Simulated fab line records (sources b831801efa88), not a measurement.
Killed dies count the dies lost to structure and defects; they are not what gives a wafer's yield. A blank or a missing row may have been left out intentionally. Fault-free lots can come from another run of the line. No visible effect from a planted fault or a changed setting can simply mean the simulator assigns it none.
fab line records / flow sky130
[record] lots = 13 wafers = 38 last-day = 50
route steps=708 shown NWELL@63 VT_ADJUST_NCORE@123 VT_ADJUST_HVTR@142 POLY_GATE@218
lots that met no fault: taken from a fault-free run of the same line
start-h: hours from the record's opening day to when the first of the lot's shown wafers began / wait-h: how many hours have passed since the lot's step before this one / " as in the row above / L1.1+2: one row covering several wafers at once / - no value, or no start was given / * or withheld: withheld / < > ~ a bound
route shown NAME@n: a module of which the file shows steps, and the number in the route of the first / usual: mean/standard deviation taken from wafers without a fault / same: alike in all rows / chamber/n: place in a boat / sites: each site's reading / _std_site: standard deviation across them / _edge_site: inner sites' mean taken away from outer sites' mean / radius-mm: for every site, how far away it sits from the centre of the wafer / mask NAME#n: copy n / behind: tool/chamber where the wafer was last shaped / hold: reason for holding the lot/hours on hold/outcome of the hold / device: which transistor (n, p or np) failed to switch / end of line: the same wafers' tests at the end of the route / for a step that has no rows: nothing shown but its recipe / killed: dies that structure and defects cost at the first sort, which is not the same as the wafer's yield / map: a wafer's dies, marking killed ones x, the rest . and places with no die _
set.NAME: the setting as run; set.NAME@STEP: as run at that earlier step / model.NAME: the simulator's own value behind a step, which no gauge read
one table for each step of the route and one row for each wafer, over a sample of lots
services: from which hour (start-h, from the record's first day; less than 0 if before it) a tool's chamber was out of use, for how many hours, and why
[[steps]]
[step SKY_NWELL_OVL_MEAS_10]
[usual] NWELL_00_OVL = -0.9/1.3
lot.wafer=L613.1 tool=overlay-02 chamber=- start-h=91.72 wait-h=- NWELL_00_OVL[nm]=0.4
lot.wafer=L613.3 tool=overlay-02 chamber=- start-h=91.72 wait-h=- NWELL_00_OVL[nm]=0.3
lot.wafer=L613.5 tool=overlay-02 chamber=- start-h=91.72 wait-h=- NWELL_00_OVL[nm]=-0.4
lot.wafer=L614.2 tool=overlay-02 chamber=- start-h=95.83 wait-h=- NWELL_00_OVL[nm]=0.0
lot.wafer=L614.4 tool=overlay-02 chamber=- start-h=95.83 wait-h=- NWELL_00_OVL[nm]=-1.2
lot.wafer=L614.5 tool=overlay-02 chamber=- start-h=95.83 wait-h=- NWELL_00_OVL[nm]=-1.5
lot.wafer=L615.1 tool=overlay-01 chamber=- start-h=103.30 wait-h=- NWELL_00_OVL[nm]=-1.5
lot.wafer=L615.4 tool=overlay-01 chamber=- start-h=103.30 wait-h=- NWELL_00_OVL[nm]=-2.0
lot.wafer=L615.5 tool=overlay-01 chamber=- start-h=103.30 wait-h=- NWELL_00_OVL[nm]=-1.5
lot.wafer=L616.1 tool=overlay-02 chamber=- start-h=106.02 wait-h=- NWELL_00_OVL[nm]=1.3
lot.wafer=L616.2 tool=overlay-02 chamber=- start-h=106.02 wait-h=- NWELL_00_OVL[nm]=-0.3
lot.wafer=L616.5 tool=overlay-02 chamber=- start-h=106.02 wait-h=- NWELL_00_OVL[nm]=0.8
lot.wafer=L617.1 tool=overlay-02 chamber=- start-h=111.91 wait-h=- NWELL_00_OVL[nm]=-1.4
lot.wafer=L617.6 tool=overlay-02 chamber=- start-h=111.91 wait-h=- NWELL_00_OVL[nm]=0.0
lot.wafer=L619.2 tool=overlay-02 chamber=- start-h=127.68 wait-h=- NWELL_00_OVL[nm]=-1.4
lot.wafer=L619.5 tool=overlay-02 chamber=- start-h=127.68 wait-h=- NWELL_00_OVL[nm]=-0.4
lot.wafer=L619.6 tool=overlay-02 chamber=- start-h=127.68 wait-h=- NWELL_00_OVL[nm]=-1.1
lot.wafer=L626.4 tool=overlay-01 chamber=- start-h=174.44 wait-h=- NWELL_00_OVL[nm]=-1.0
lot.wafer=L626.5 tool=overlay-01 chamber=- start-h=174.44 wait-h=- NWELL_00_OVL[nm]=-1.1
lot.wafer=L626.6 tool=overlay-01 chamber=- start-h=174.44 wait-h=- NWELL_00_OVL[nm]=-1.0
lot.wafer=L628.2 tool=overlay-02 chamber=- start-h=183.36 wait-h=- NWELL_00_OVL[nm]=0.6
lot.wafer=L628.5 tool=overlay-02 chamber=- start-h=183.36 wait-h=- NWELL_00_OVL[nm]=-0.4
lot.wafer=L628.6 tool=overlay-02 chamber=- start-h=183.36 wait-h=- NWELL_00_OVL[nm]=-2.1
lot.wafer=L630.3 tool=overlay-01 chamber=- start-h=188.82 wait-h=- NWELL_00_OVL[nm]=-3.8
lot.wafer=L630.5 tool=overlay-01 chamber=- start-h=188.82 wait-h=- NWELL_00_OVL[nm]=-4.2
lot.wafer=L630.6 tool=overlay-01 chamber=- start-h=188.82 wait-h=- NWELL_00_OVL[nm]=-3.0
lot.wafer=L631.1 tool=overlay-01 chamber=- start-h=198.16 wait-h=- NWELL_00_OVL[nm]=-0.5
lot.wafer=L631.3 tool=overlay-01 chamber=- start-h=198.16 wait-h=- NWELL_00_OVL[nm]=0.6
lot.wafer=L631.6 tool=overlay-01 chamber=- start-h=198.16 wait-h=- NWELL_00_OVL[nm]=-0.6
lot.wafer=L632.1 tool=overlay-01 chamber=- start-h=203.91 wait-h=- NWELL_00_OVL[nm]=-0.6
lot.wafer=L632.3 tool=overlay-01 chamber=- start-h=203.91 wait-h=- NWELL_00_OVL[nm]=-2.6
lot.wafer=L632.4 tool=overlay-01 chamber=- start-h=203.91 wait-h=- NWELL_00_OVL[nm]=-1.2
lot.wafer=L633.1 tool=overlay-02 chamber=- start-h=212.51 wait-h=- NWELL_00_OVL[nm]=0.0
lot.wafer=L633.3 tool=overlay-02 chamber=- start-h=212.51 wait-h=- NWELL_00_OVL[nm]=-0.6
lot.wafer=L633.6 tool=overlay-02 chamber=- start-h=212.51 wait-h=- NWELL_00_OVL[nm]=-1.6
lot.wafer=L634.1 tool=overlay-01 chamber=- start-h=216.25 wait-h=- NWELL_00_OVL[nm]=-1.3
lot.wafer=L634.3 tool=overlay-01 chamber=- start-h=216.25 wait-h=- NWELL_00_OVL[nm]=-0.8
lot.wafer=L634.5 tool=overlay-01 chamber=- start-h=216.25 wait-h=- NWELL_00_OVL[nm]=-1.4
[step SKY_VT_ADJUST_NCORE_EXPOSE_04]
[recipe] mask-id = LVTN_COMPLEMENT_THIN na = 0.6 source-shape = conventional sigma-outer = 0.6 polarization = unpolarized target-cd-nm = 380 dose-mj = 139
[usual] stage-vel-mm-s = 500.02/0.25
lot.wafer=L613.1 tool=iline-stepper-01 chamber=0 start-h=176.50 wait-h=- mask=LVTN_COMPLEMENT_THIN#0 stage-vel-mm-s=500.14
lot.wafer=L613.3 tool=iline-stepper-01 chamber=0 start-h=176.50 wait-h=- mask=LVTN_COMPLEMENT_THIN#0 stage-vel-mm-s=500.31
lot.wafer=L613.5 tool=iline-stepper-01 chamber=0 start-h=176.50 wait-h=- mask=LVTN_COMPLEMENT_THIN#0 stage-vel-mm-s=500.72
lot.wafer=L614.2 tool=iline-stepper-01 chamber=0 start-h=184.92 wait-h=- mask=LVTN_COMPLEMENT_THIN#0 stage-vel-mm-s=500.16
lot.wafer=L614.4 tool=iline-stepper-01 chamber=0 start-h=184.92 wait-h=- mask=LVTN_COMPLEMENT_THIN#0 stage-vel-mm-s=500.23
lot.wafer=L614.5 tool=iline-stepper-01 chamber=0 start-h=184.92 wait-h=- mask=LVTN_COMPLEMENT_THIN#0 stage-vel-mm-s=499.70
lot.wafer=L615.1 tool=iline-stepper-01 chamber=0 start-h=191.25 wait-h=- mask=LVTN_COMPLEMENT_THIN#0 stage-vel-mm-s=500.26
lot.wafer=L615.4 tool=iline-stepper-01 chamber=0 start-h=191.25 wait-h=- mask=LVTN_COMPLEMENT_THIN#0 stage-vel-mm-s=499.91
lot.wafer=L615.5 tool=iline-stepper-01 chamber=0 start-h=191.25 wait-h=- mask=LVTN_COMPLEMENT_THIN#0 stage-vel-mm-s=499.97
lot.wafer=L616.1 tool=iline-stepper-01 chamber=0 start-h=194.41 wait-h=- mask=LVTN_COMPLEMENT_THIN#0 stage-vel-mm-s=499.52
lot.wafer=L616.2 tool=iline-stepper-01 chamber=0 start-h=194.41 wait-h=- mask=LVTN_COMPLEMENT_THIN#0 stage-vel-mm-s=499.95
lot.wafer=L616.5 tool=iline-stepper-01 chamber=0 start-h=194.41 wait-h=- mask=LVTN_COMPLEMENT_THIN#0 stage-vel-mm-s=499.58
lot.wafer=L617.1 tool=iline-stepper-01 chamber=0 start-h=200.81 wait-h=- mask=LVTN_COMPLEMENT_THIN#0 stage-vel-mm-s=499.82
lot.wafer=L617.6 tool=iline-stepper-01 chamber=0 start-h=200.81 wait-h=- mask=LVTN_COMPLEMENT_THIN#0 stage-vel-mm-s=500.01
lot.wafer=L619.2 tool=iline-stepper-01 chamber=0 start-h=218.25 wait-h=- mask=LVTN_COMPLEMENT_THIN#0 stage-vel-mm-s=500.17
lot.wafer=L619.5 tool=iline-stepper-01 chamber=0 start-h=218.25 wait-h=- mask=LVTN_COMPLEMENT_THIN#0 stage-vel-mm-s=500.53
lot.wafer=L619.6 tool=iline-stepper-01 chamber=0 start-h=218.25 wait-h=- mask=LVTN_COMPLEMENT_THIN#0 stage-vel-mm-s=500.23
lot.wafer=L626.4 tool=iline-stepper-01 chamber=0 start-h=275.09 wait-h=- mask=LVTN_COMPLEMENT_THIN#0 stage-vel-mm-s=500.27
lot.wafer=L626.5 tool=iline-stepper-01 chamber=0 start-h=275.09 wait-h=- mask=LVTN_COMPLEMENT_THIN#0 stage-vel-mm-s=500.13
lot.wafer=L626.6 tool=iline-stepper-01 chamber=0 start-h=275.09 wait-h=- mask=LVTN_COMPLEMENT_THIN#0 stage-vel-mm-s=500.05
lot.wafer=L628.2 tool=iline-stepper-02 chamber=0 start-h=284.68 wait-h=- mask=LVTN_COMPLEMENT_THIN#0 stage-vel-mm-s=500.31
lot.wafer=L628.5 tool=iline-stepper-02 chamber=0 start-h=284.68 wait-h=- mask=LVTN_COMPLEMENT_THIN#0 stage-vel-mm-s=500.08
lot.wafer=L628.6 tool=iline-stepper-02 chamber=0 start-h=284.68 wait-h=- mask=LVTN_COMPLEMENT_THIN#0 stage-vel-mm-s=500.07
lot.wafer=L630.3 tool=iline-stepper-02 chamber=0 start-h=292.34 wait-h=- mask=LVTN_COMPLEMENT_THIN#0 stage-vel-mm-s=500.10
lot.wafer=L630.5 tool=iline-stepper-02 chamber=0 start-h=292.34 wait-h=- mask=LVTN_COMPLEMENT_THIN#0 stage-vel-mm-s=500.05
lot.wafer=L630.6 tool=iline-stepper-02 chamber=0 start-h=292.34 wait-h=- mask=LVTN_COMPLEMENT_THIN#0 stage-vel-mm-s=500.16
lot.wafer=L631.1 tool=iline-stepper-01 chamber=0 start-h=305.36 wait-h=- mask=LVTN_COMPLEMENT_THIN#0 stage-vel-mm-s=499.95
lot.wafer=L631.3 tool=iline-stepper-01 chamber=0 start-h=305.36 wait-h=- mask=LVTN_COMPLEMENT_THIN#0 stage-vel-mm-s=499.87
lot.wafer=L631.6 tool=iline-stepper-01 chamber=0 start-h=305.36 wait-h=- mask=LVTN_COMPLEMENT_THIN#0 stage-vel-mm-s=499.97
lot.wafer=L632.1 tool=iline-stepper-01 chamber=0 start-h=312.75 wait-h=- mask=LVTN_COMPLEMENT_THIN#0 stage-vel-mm-s=500.04
lot.wafer=L632.3 tool=iline-stepper-01 chamber=0 start-h=312.75 wait-h=- mask=LVTN_COMPLEMENT_THIN#0 stage-vel-mm-s=499.76
lot.wafer=L632.4 tool=iline-stepper-01 chamber=0 start-h=312.75 wait-h=- mask=LVTN_COMPLEMENT_THIN#0 stage-vel-mm-s=499.93
lot.wafer=L633.1 tool=iline-stepper-01 chamber=0 start-h=320.50 wait-h=- mask=LVTN_COMPLEMENT_THIN#0 stage-vel-mm-s=500.14
lot.wafer=L633.3 tool=iline-stepper-01 chamber=0 start-h=320.50 wait-h=- mask=LVTN_COMPLEMENT_THIN#0 stage-vel-mm-s=500.20
lot.wafer=L633.6 tool=iline-stepper-01 chamber=0 start-h=320.50 wait-h=- mask=LVTN_COMPLEMENT_THIN#0 stage-vel-mm-s=500.21
lot.wafer=L634.1 tool=iline-stepper-02 chamber=0 start-h=326.52 wait-h=- mask=LVTN_COMPLEMENT_THIN#0 stage-vel-mm-s=500.29
lot.wafer=L634.3 tool=iline-stepper-02 chamber=0 start-h=326.52 wait-h=- mask=LVTN_COMPLEMENT_THIN#0 stage-vel-mm-s=500.31
lot.wafer=L634.5 tool=iline-stepper-02 chamber=0 start-h=326.52 wait-h=- mask=LVTN_COMPLEMENT_THIN#0 stage-vel-mm-s=499.68
[step SKY_VT_ADJUST_NCORE_CD_MEAS_07]
[recipe] target-cd-nm = 380
[usual] cd-nm = 379.8/2.4
lot.wafer=L613.1 tool=cd-sem-01 chamber=- start-h=186.71 wait-h=0.1 cd-nm=380.4
lot.wafer=L613.3 tool=cd-sem-01 chamber=- start-h=186.71 wait-h=0.1 cd-nm=380.9
lot.wafer=L613.5 tool=cd-sem-01 chamber=- start-h=186.71 wait-h=0.1 cd-nm=379.7
lot.wafer=L614.2 tool=cd-sem-01 chamber=- start-h=194.23 wait-h=0.1 cd-nm=376.3
lot.wafer=L614.4 tool=cd-sem-01 chamber=- start-h=194.23 wait-h=0.1 cd-nm=379.5
lot.wafer=L614.5 tool=cd-sem-01 chamber=- start-h=194.23 wait-h=0.1 cd-nm=378.0
lot.wafer=L615.1 tool=cd-sem-01 chamber=- start-h=199.76 wait-h=0.1 cd-nm=381.7
lot.wafer=L615.4 tool=cd-sem-01 chamber=- start-h=199.76 wait-h=0.1 cd-nm=381.9
lot.wafer=L615.5 tool=cd-sem-01 chamber=- start-h=199.76 wait-h=0.1 cd-nm=382.1
lot.wafer=L616.1 tool=cd-sem-01 chamber=- start-h=203.56 wait-h=0.1 cd-nm=359.7
lot.wafer=L616.2 tool=cd-sem-01 chamber=- start-h=203.56 wait-h=0.1 cd-nm=357.8
lot.wafer=L616.5 tool=cd-sem-01 chamber=- start-h=203.56 wait-h=0.1 cd-nm=381.3
lot.wafer=L617.1 tool=cd-sem-02 chamber=- start-h=212.50 wait-h=0.1 cd-nm=357.0
lot.wafer=L617.6 tool=cd-sem-02 chamber=- start-h=212.50 wait-h=0.1 cd-nm=379.0
lot.wafer=L619.2 tool=cd-sem-01 chamber=- start-h=228.17 wait-h=0.1 cd-nm=359.3
lot.wafer=L619.5 tool=cd-sem-01 chamber=- start-h=228.17 wait-h=0.1 cd-nm=382.2
lot.wafer=L619.6 tool=cd-sem-01 chamber=- start-h=228.17 wait-h=0.1 cd-nm=379.8
lot.wafer=L626.4 tool=cd-sem-01 chamber=- start-h=287.46 wait-h=0.1 cd-nm=380.5
lot.wafer=L626.5 tool=cd-sem-01 chamber=- start-h=287.46 wait-h=0.1 cd-nm=380.7
lot.wafer=L626.6 tool=cd-sem-01 chamber=- start-h=287.46 wait-h=0.1 cd-nm=379.0
lot.wafer=L628.2 tool=cd-sem-01 chamber=- start-h=296.73 wait-h=0.1 cd-nm=379.3
lot.wafer=L628.5 tool=cd-sem-01 chamber=- start-h=296.73 wait-h=0.1 cd-nm=377.6
lot.wafer=L628.6 tool=cd-sem-01 chamber=- start-h=296.73 wait-h=0.1 cd-nm=378.4
lot.wafer=L630.3 tool=cd-sem-02 chamber=- start-h=305.34 wait-h=0.1 cd-nm=380.1
lot.wafer=L630.5 tool=cd-sem-02 chamber=- start-h=305.34 wait-h=0.1 cd-nm=381.1
lot.wafer=L630.6 tool=cd-sem-02 chamber=- start-h=305.34 wait-h=0.1 cd-nm=380.1
lot.wafer=L631.1 tool=cd-sem-02 chamber=- start-h=317.46 wait-h=0.1 cd-nm=380.9
lot.wafer=L631.3 tool=cd-sem-02 chamber=- start-h=317.46 wait-h=0.1 cd-nm=381.6
lot.wafer=L631.6 tool=cd-sem-02 chamber=- start-h=317.46 wait-h=0.1 cd-nm=378.4
lot.wafer=L632.1 tool=cd-sem-01 chamber=- start-h=325.80 wait-h=0.1 cd-nm=378.5
lot.wafer=L632.3 tool=cd-sem-01 chamber=- start-h=325.80 wait-h=0.1 cd-nm=380.4
lot.wafer=L632.4 tool=cd-sem-01 chamber=- start-h=325.80 wait-h=0.1 cd-nm=379.0
lot.wafer=L633.1 tool=cd-sem-01 chamber=- start-h=333.86 wait-h=0.1 cd-nm=376.8
lot.wafer=L633.3 tool=cd-sem-01 chamber=- start-h=333.86 wait-h=0.1 cd-nm=378.1
lot.wafer=L633.6 tool=cd-sem-01 chamber=- start-h=333.86 wait-h=0.1 cd-nm=378.6
lot.wafer=L634.1 tool=cd-sem-01 chamber=- start-h=340.26 wait-h=0.1 cd-nm=374.8
lot.wafer=L634.3 tool=cd-sem-01 chamber=- start-h=340.26 wait-h=0.1 cd-nm=374.0
lot.wafer=L634.5 tool=cd-sem-01 chamber=- start-h=340.26 wait-h=0.1 cd-nm=371.3
[step SKY_VT_ADJUST_HVTR_TW_MEAS_11]
[usual] VT_ADJUST_HVTR_TW = 212.6/1.1
lot.wafer=L613.1 tool=film-metro-01 chamber=- start-h=206.38 wait-h=0.1 VT_ADJUST_HVTR_TW=211.8
lot.wafer=L613.3 tool=film-metro-01 chamber=- start-h=206.38 wait-h=0.1 VT_ADJUST_HVTR_TW=212.8
lot.wafer=L613.5 tool=film-metro-01 chamber=- start-h=206.38 wait-h=0.1 VT_ADJUST_HVTR_TW=213.3
lot.wafer=L614.2 tool=film-metro-02 chamber=- start-h=216.31 wait-h=0.1 VT_ADJUST_HVTR_TW=210.6
lot.wafer=L614.4 tool=film-metro-02 chamber=- start-h=216.31 wait-h=0.1 VT_ADJUST_HVTR_TW=211.2
lot.wafer=L614.5 tool=film-metro-02 chamber=- start-h=216.31 wait-h=0.1 VT_ADJUST_HVTR_TW=211.0
lot.wafer=L615.1 tool=film-metro-01 chamber=- start-h=222.61 wait-h=0.1 VT_ADJUST_HVTR_TW=212.5
lot.wafer=L615.4 tool=film-metro-01 chamber=- start-h=222.61 wait-h=0.1 VT_ADJUST_HVTR_TW=212.6
lot.wafer=L615.5 tool=film-metro-01 chamber=- start-h=222.61 wait-h=0.1 VT_ADJUST_HVTR_TW=212.3
lot.wafer=L616.1 tool=film-metro-03 chamber=- start-h=226.50 wait-h=0.1 VT_ADJUST_HVTR_TW=213.1
lot.wafer=L616.2 tool=film-metro-03 chamber=- start-h=226.50 wait-h=0.1 VT_ADJUST_HVTR_TW=213.7
lot.wafer=L616.5 tool=film-metro-03 chamber=- start-h=226.50 wait-h=0.1 VT_ADJUST_HVTR_TW=214.9
lot.wafer=L617.1 tool=film-metro-02 chamber=- start-h=234.95 wait-h=0.1 VT_ADJUST_HVTR_TW=211.8
lot.wafer=L617.6 tool=film-metro-02 chamber=- start-h=234.95 wait-h=0.1 VT_ADJUST_HVTR_TW=210.1
lot.wafer=L619.2 tool=film-metro-01 chamber=- start-h=251.54 wait-h=0.1 VT_ADJUST_HVTR_TW=211.3
lot.wafer=L619.5 tool=film-metro-01 chamber=- start-h=251.54 wait-h=0.1 VT_ADJUST_HVTR_TW=212.5
lot.wafer=L619.6 tool=film-metro-01 chamber=- start-h=251.54 wait-h=0.1 VT_ADJUST_HVTR_TW=211.4
lot.wafer=L626.4 tool=film-metro-02 chamber=- start-h=313.54 wait-h=0.1 VT_ADJUST_HVTR_TW=211.4
lot.wafer=L626.5 tool=film-metro-02 chamber=- start-h=313.54 wait-h=0.1 VT_ADJUST_HVTR_TW=211.0
lot.wafer=L626.6 tool=film-metro-02 chamber=- start-h=313.54 wait-h=0.1 VT_ADJUST_HVTR_TW=210.6
lot.wafer=L628.2 tool=film-metro-03 chamber=- start-h=323.32 wait-h=0.1 VT_ADJUST_HVTR_TW=212.2
lot.wafer=L628.5 tool=film-metro-03 chamber=- start-h=323.32 wait-h=0.1 VT_ADJUST_HVTR_TW=213.3
lot.wafer=L628.6 tool=film-metro-03 chamber=- start-h=323.32 wait-h=0.1 VT_ADJUST_HVTR_TW=214.2
lot.wafer=L630.3 tool=film-metro-01 chamber=- start-h=331.70 wait-h=0.1 VT_ADJUST_HVTR_TW=212.7
lot.wafer=L630.5 tool=film-metro-01 chamber=- start-h=331.70 wait-h=0.1 VT_ADJUST_HVTR_TW=213.0
lot.wafer=L630.6 tool=film-metro-01 chamber=- start-h=331.70 wait-h=0.1 VT_ADJUST_HVTR_TW=214.1
lot.wafer=L631.1 tool=film-metro-02 chamber=- start-h=345.03 wait-h=0.1 VT_ADJUST_HVTR_TW=211.8
lot.wafer=L631.3 tool=film-metro-02 chamber=- start-h=345.03 wait-h=0.1 VT_ADJUST_HVTR_TW=212.6
lot.wafer=L631.6 tool=film-metro-02 chamber=- start-h=345.03 wait-h=0.1 VT_ADJUST_HVTR_TW=211.3
lot.wafer=L632.1 tool=film-metro-02 chamber=- start-h=354.15 wait-h=0.1 VT_ADJUST_HVTR_TW=212.7
lot.wafer=L632.3 tool=film-metro-02 chamber=- start-h=354.15 wait-h=0.1 VT_ADJUST_HVTR_TW=212.4
lot.wafer=L632.4 tool=film-metro-02 chamber=- start-h=354.15 wait-h=0.1 VT_ADJUST_HVTR_TW=213.1
lot.wafer=L633.1 tool=film-metro-03 chamber=- start-h=360.51 wait-h=0.1 VT_ADJUST_HVTR_TW=213.3
lot.wafer=L633.3 tool=film-metro-03 chamber=- start-h=360.51 wait-h=0.1 VT_ADJUST_HVTR_TW=214.9
lot.wafer=L633.6 tool=film-metro-03 chamber=- start-h=360.51 wait-h=0.1 VT_ADJUST_HVTR_TW=213.6
lot.wafer=L634.1 tool=film-metro-01 chamber=- start-h=367.70 wait-h=0.1 VT_ADJUST_HVTR_TW=212.9
lot.wafer=L634.3 tool=film-metro-01 chamber=- start-h=367.70 wait-h=0.1 VT_ADJUST_HVTR_TW=211.6
lot.wafer=L634.5 tool=film-metro-01 chamber=- start-h=367.70 wait-h=0.1 VT_ADJUST_HVTR_TW=213.2
[step SKY_POLY_GATE_THK_MEAS_04]
[recipe] reads = Si3N4_of_POLY_GATE_CVD_03
[usual] POLY_GATE_CVD_03_THK = 75.2/0.83
lot.wafer=L613.1 tool=film-metro-03 chamber=- start-h=341.01 wait-h=0.0 POLY_GATE_CVD_03_THK[nm]=76.1
lot.wafer=L613.3 tool=film-metro-03 chamber=- start-h=341.01 wait-h=0.0 POLY_GATE_CVD_03_THK[nm]=75.7
lot.wafer=L613.5 tool=film-metro-03 chamber=- start-h=341.01 wait-h=0.0 POLY_GATE_CVD_03_THK[nm]=75.7
lot.wafer=L615.1 tool=film-metro-04 chamber=- start-h=359.31 wait-h=0.0 POLY_GATE_CVD_03_THK[nm]=75.3
lot.wafer=L615.4 tool=film-metro-04 chamber=- start-h=359.31 wait-h=0.0 POLY_GATE_CVD_03_THK[nm]=75.2
lot.wafer=L615.5 tool=film-metro-04 chamber=- start-h=359.31 wait-h=0.0 POLY_GATE_CVD_03_THK[nm]=74.8
lot.wafer=L614.2 tool=film-metro-03 chamber=- start-h=359.32 wait-h=0.0 POLY_GATE_CVD_03_THK[nm]=76.3
lot.wafer=L614.4 tool=film-metro-03 chamber=- start-h=359.32 wait-h=0.0 POLY_GATE_CVD_03_THK[nm]=75.6
lot.wafer=L614.5 tool=film-metro-03 chamber=- start-h=359.32 wait-h=0.0 POLY_GATE_CVD_03_THK[nm]=75.7
lot.wafer=L616.1 tool=film-metro-03 chamber=- start-h=368.52 wait-h=0.0 POLY_GATE_CVD_03_THK[nm]=75.5
lot.wafer=L616.2 tool=film-metro-03 chamber=- start-h=368.52 wait-h=0.0 POLY_GATE_CVD_03_THK[nm]=75.0
lot.wafer=L616.5 tool=film-metro-03 chamber=- start-h=368.52 wait-h=0.0 POLY_GATE_CVD_03_THK[nm]=75.5
lot.wafer=L617.1 tool=film-metro-02 chamber=- start-h=376.91 wait-h=0.0 POLY_GATE_CVD_03_THK[nm]=75.1
lot.wafer=L617.6 tool=film-metro-02 chamber=- start-h=376.91 wait-h=0.0 POLY_GATE_CVD_03_THK[nm]=75.8
lot.wafer=L619.2 tool=film-metro-02 chamber=- start-h=396.83 wait-h=0.0 POLY_GATE_CVD_03_THK[nm]=75.9
lot.wafer=L619.5 tool=film-metro-02 chamber=- start-h=396.83 wait-h=0.0 POLY_GATE_CVD_03_THK[nm]=75.8
lot.wafer=L619.6 tool=film-metro-02 chamber=- start-h=396.83 wait-h=0.0 POLY_GATE_CVD_03_THK[nm]=75.9
lot.wafer=L626.4 tool=film-metro-02 chamber=- start-h=473.34 wait-h=0.0 POLY_GATE_CVD_03_THK[nm]=74.6
lot.wafer=L626.5 tool=film-metro-02 chamber=- start-h=473.34 wait-h=0.0 POLY_GATE_CVD_03_THK[nm]=74.9
lot.wafer=L626.6 tool=film-metro-02 chamber=- start-h=473.34 wait-h=0.0 POLY_GATE_CVD_03_THK[nm]=74.7
lot.wafer=L628.2 tool=film-metro-03 chamber=- start-h=482.31 wait-h=0.0 POLY_GATE_CVD_03_THK[nm]=74.2
lot.wafer=L628.5 tool=film-metro-03 chamber=- start-h=482.31 wait-h=0.0 POLY_GATE_CVD_03_THK[nm]=74.5
lot.wafer=L628.6 tool=film-metro-03 chamber=- start-h=482.31 wait-h=0.0 POLY_GATE_CVD_03_THK[nm]=74.2
lot.wafer=L630.3 tool=film-metro-04 chamber=- start-h=490.39 wait-h=0.0 POLY_GATE_CVD_03_THK[nm]=74.7
lot.wafer=L630.5 tool=film-metro-04 chamber=- start-h=490.39 wait-h=0.0 POLY_GATE_CVD_03_THK[nm]=75.1
lot.wafer=L630.6 tool=film-metro-04 chamber=- start-h=490.39 wait-h=0.0 POLY_GATE_CVD_03_THK[nm]=75.4
lot.wafer=L631.1 tool=film-metro-03 chamber=- start-h=520.92 wait-h=0.0 POLY_GATE_CVD_03_THK[nm]=74.4
lot.wafer=L631.3 tool=film-metro-03 chamber=- start-h=520.92 wait-h=0.0 POLY_GATE_CVD_03_THK[nm]=75.2
lot.wafer=L631.6 tool=film-metro-03 chamber=- start-h=520.92 wait-h=0.0 POLY_GATE_CVD_03_THK[nm]=75.3
lot.wafer=L632.1 tool=film-metro-04 chamber=- start-h=524.69 wait-h=0.0 POLY_GATE_CVD_03_THK[nm]=75.6
lot.wafer=L632.3 tool=film-metro-04 chamber=- start-h=524.69 wait-h=0.0 POLY_GATE_CVD_03_THK[nm]=75.1
lot.wafer=L632.4 tool=film-metro-04 chamber=- start-h=524.69 wait-h=0.0 POLY_GATE_CVD_03_THK[nm]=75.2
lot.wafer=L633.1 tool=film-metro-03 chamber=- start-h=527.89 wait-h=0.0 POLY_GATE_CVD_03_THK[nm]=76.0
lot.wafer=L633.3 tool=film-metro-03 chamber=- start-h=527.89 wait-h=0.0 POLY_GATE_CVD_03_THK[nm]=76.2
lot.wafer=L633.6 tool=film-metro-03 chamber=- start-h=527.89 wait-h=0.0 POLY_GATE_CVD_03_THK[nm]=76.3
lot.wafer=L634.1 tool=film-metro-02 chamber=- start-h=532.82 wait-h=0.0 POLY_GATE_CVD_03_THK[nm]=75.9
lot.wafer=L634.3 tool=film-metro-02 chamber=- start-h=532.82 wait-h=0.0 POLY_GATE_CVD_03_THK[nm]=76.3
lot.wafer=L634.5 tool=film-metro-02 chamber=- start-h=532.82 wait-h=0.0 POLY_GATE_CVD_03_THK[nm]=76.6
[[services]]
tool=iline-stepper-02 chamber=0 start-h=158.56 hours=- kind=calibration
tool=iline-stepper-01 chamber=0 start-h=158.72 hours=- kind=calibration
tool=iline-stepper-01 chamber=- start-h=177.83 hours=4.3 kind=pm
tool=iline-stepper-01 chamber=- start-h=283.73 hours=1.7 kind=pm
tool=iline-stepper-01 chamber=- start-h=285.55 hours=1.4 kind=repair
[[key]]
[first-sign] step = SKY_VT_ADJUST_NCORE_CD_MEAS_07 reading = cd-nm direction = down sigmas = 8.7 usual = 379.8 struck = 358.5
effect none on later readings
met-at SKY_VT_ADJUST_NCORE_EXPOSE_04
struck-lots L616,L617,L619
struck-wafers L616.1,L616.2,L617.1,L619.2
tester-left-out L616,L617,L619
not-acting-at SKY_NWELL_OVL_MEAS_10,SKY_VT_ADJUST_HVTR_TW_MEAS_11,SKY_POLY_GATE_THK_MEAS_04
onset-between 191.25 194.41
[fault] kind = process-parameter-drift tool = iline-stepper-01 chamber = - onset-h = 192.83 steps = SKY_VT_ADJUST_NCORE_EXPOSE_04 channel = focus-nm offset = 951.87 shape = step end-h = 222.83 scope = struck-wafers-only
// tester-left-out: of these lots the tester's yield and bins aren't shown, on N5 and GAA mostly nor the transistor test; their killed dies are dies lost to structure and defects alone, not to doping, threshold or leakage, so they don't give the yield
